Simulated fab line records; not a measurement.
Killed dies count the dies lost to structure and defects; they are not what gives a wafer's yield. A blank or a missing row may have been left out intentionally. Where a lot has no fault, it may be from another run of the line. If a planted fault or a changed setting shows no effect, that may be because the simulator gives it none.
Matching of chambers / flow sfqLine / SFQ_TRILAYER_I6_VIA_ETCH_VIA_ETCH_172 on rieDiel-03: 4 sister chambers
The step etches SiO2 in CHF3, stops on Nb, target depth 260 nm. 14 wafers are shown with their chamber, then 7 later ones without.

== WAFERS PAIRED WITH THEIR CHAMBERS ==
wafer=L895.1; chamber=3; oesProductAu (a.u.)=0.852
wafer=L895.3; chamber=0; oesProductAu (a.u.)=0.853
wafer=L895.4; chamber=1; oesProductAu (a.u.)=0.856
wafer=L896.2; chamber=0; oesProductAu (a.u.)=0.866
wafer=L896.4; chamber=0; oesProductAu (a.u.)=0.853
wafer=L896.6; chamber=2; oesProductAu (a.u.)=0.858
wafer=L897.2; chamber=0; oesProductAu (a.u.)=0.853
wafer=L897.5; chamber=1; oesProductAu (a.u.)=0.867
wafer=L897.6; chamber=2; oesProductAu (a.u.)=0.855
wafer=L898.1; chamber=1; oesProductAu (a.u.)=0.854
wafer=L898.5; chamber=3; oesProductAu (a.u.)=0.868
wafer=L898.6; chamber=2; oesProductAu (a.u.)=0.864
wafer=L901.2; chamber=1; oesProductAu (a.u.)=0.851
wafer=L901.4; chamber=3; oesProductAu (a.u.)=0.859

SIGNATURES (means of the wafers above)
reading=oesProductAu; chamber 0=0.85625; chamber 1=0.85700; chamber 2=0.85900; chamber 3=0.85967; scatter within a chamber=0.00666
Rule: for each reading, subtract the chamber's mean from the wafer's reading, divide by that reading's scatter and square the result; add these up over the readings and take the root, which gives the wafer's distance from the chamber. If the next closest chamber is less than 2 further off than the closest, the wafer can't be placed; otherwise it belongs to the closest. The scatter: the root of (the sum of the squares of (reading less its chamber's mean) over the shown wafers, divided by (wafers less chambers)).

== WAFERS WHOSE CHAMBER IS MISSING ==
wafer=L901.6; oesProductAu (a.u.)=0.856
wafer=L904.3; oesProductAu (a.u.)=0.850
wafer=L904.4; oesProductAu (a.u.)=0.863
wafer=L904.5; oesProductAu (a.u.)=0.856
wafer=L910.1; oesProductAu (a.u.)=0.863
wafer=L910.3; oesProductAu (a.u.)=0.850
wafer=L910.4; oesProductAu (a.u.)=0.862

== EACH ONE'S CHAMBER ==
wafer=L901.6; from the rows above=can't be placed: 0 or 1 or 2 or 3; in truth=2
wafer=L904.3; from the rows above=can't be placed: 0 or 1 or 2 or 3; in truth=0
wafer=L904.4; from the rows above=can't be placed: 3 or 2 or 1 or 0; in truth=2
wafer=L904.5; from the rows above=can't be placed: 0 or 1 or 2 or 3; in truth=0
wafer=L910.1; from the rows above=can't be placed: 3 or 2 or 1 or 0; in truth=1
wafer=L910.3; from the rows above=can't be placed: 0 or 1 or 2 or 3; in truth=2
wafer=L910.4; from the rows above=can't be placed: 3 or 2 or 1 or 0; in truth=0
Placed correctly: 0 of 7. From these rows, 7 cannot be placed; in 7 the true chamber is one of the candidates. Wrongly placed: 0.
